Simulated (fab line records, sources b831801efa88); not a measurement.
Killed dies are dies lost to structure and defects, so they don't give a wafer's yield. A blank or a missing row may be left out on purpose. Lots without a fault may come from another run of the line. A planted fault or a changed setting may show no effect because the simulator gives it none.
A struck lot beside a sound one | flow sky130 | 14 steps out of a route of 708
Sound: wafers L110.2, L110.3, L110.6. Struck: wafers L118.1, L118.3, L118.5. The cause comes at the end.
At each step with rows: each side's tool, then ch and its chambers, then its first start. Under that, the readings that differ: sound wafers | struck wafers | difference of the means | sigmas: that difference in standard deviations of wafers without a fault.
alike: readings whose means differ by less than 2 such deviations, and words and numbers that are the same on both sides. not compared: withheld readings, readings that some wafer has no value for, bounds like >300 that may hide the same value, and numbers for which the record gives no deviation and whose values overlap.
The two part at a step that has a row with sigmas, a row that says differs or no value, or rows on one side only. Numbers that don't overlap but have no deviation are shown without sigmas and don't part them. A reading that every wafer of one side lacks parts them only if that side has two wafers or more.

first, 2 steps without rows for these wafers: SKY_CONTACT_ETCH_17 (etches SiO2 in C4F8/O2/Ar, stops on Si3N4, target depth 340 nm); SKY_CONTACT_ETCH_18 (etches Si3N4 in CHF3/O2, stops on TiN, time 39 s, target depth 75 nm).
SKY_CONTACT_STRIP_19: strips in O2/N2.
  sound on plasma_asher-01 ch 0,1, day 32 21:07; struck on plasma_asher-02 ch 0, day 35 02:34
  reading                      | sound             | struck            | difference | sigmas
  drypump_motor_current_A (A)  | 6.5 6.4 6.5       | 5.4 5.4 5.5       | -1.0       | -2
  strip_time_to_endpoint_s (s) | 3.577 3.576 3.568 | 3.640 3.683 3.619 | +0.074     | +3
  alike: oes_product_au
  not compared: rf_hours_counter_h
then, 4 steps without rows for these wafers: SKY_CONTACT_STRIP_20 (strips in post etch residue remover, time 1200 s); SKY_CONTACT_CLEAN_21 (cleans in IPA, time 180 s); SKY_CONTACT_CLEAN_22 (cleans in O3/DIW); SKY_CONTACT_SPUTTER_23 (material TiN, target thk 20 nm, time 80 s).
SKY_CONTACT_CVD_24: deposits W, target thk 340 nm, time 102.12 s.
  sound on cvd_w-02 ch 0,1, day 32 21:46; struck on cvd_w-02 ch 0,1, day 35 03:13
  alike: heater_power_w, susceptor_temp_C
SKY_CONTACT_RS_MEAS_25: measures by four-point-probe.
  sound on film_metro-03, day 32 21:54; struck on film_metro-01, day 35 03:19
  alike: CONTACT_W_RS
SKY_CONTACT_THK_MEAS_26: measures by xrf.
  sound on film_metro-03, day 32 22:01; struck on film_metro-01, day 35 03:26
  alike: CONTACT_W_THK
SKY_CONTACT_CMP_27: polishes, stops on SiO2, t overpolish 15 s, target thk 0 nm.
  sound on cmp-02 ch 1,2, day 32 22:04; struck on cmp-01 ch 0,1, day 35 03:30
  alike: motor_current_A, overpolish_run_s, slurry_filter_dp_kPa, time_to_endpoint_s
SKY_METAL1_SPUTTER_00: material Ti, target thk 15 nm, time 10 s.
  sound on pvd_sputter-03, day 32 22:22; struck on pvd_sputter-03, day 35 03:48
  alike: cathode_dc_power_W, chamber_pressure_pa, throttle_valve_pct
SKY_METAL1_SPUTTER_01: material TiN, target thk 20 nm, time 16.7 s.
  sound on pvd_sputter-03, day 32 22:23; struck on pvd_sputter-03, day 35 03:50
  no value came back on the struck wafers for cathode_dc_power_W (W), chamber_pressure_pa (Pa), throttle_valve_pct (%); on the sound wafers cathode_dc_power_W (W) reads 6499.9 6502.6 6503.9
SKY_METAL1_SPUTTER_02: material AlCu, target thk 250 nm, time 13.3 s.
  sound on pvd_sputter-03, day 32 22:25; struck on pvd_sputter-03, day 35 03:51
  alike: cathode_dc_power_W, chamber_pressure_pa, throttle_valve_pct

WHERE THEY PART
First at SKY_CONTACT_STRIP_19; last, within this record, at SKY_METAL1_SPUTTER_01. Later steps at which nothing parts them and some readings are alike: SKY_METAL1_SPUTTER_02.

WHY: what the simulator had put in
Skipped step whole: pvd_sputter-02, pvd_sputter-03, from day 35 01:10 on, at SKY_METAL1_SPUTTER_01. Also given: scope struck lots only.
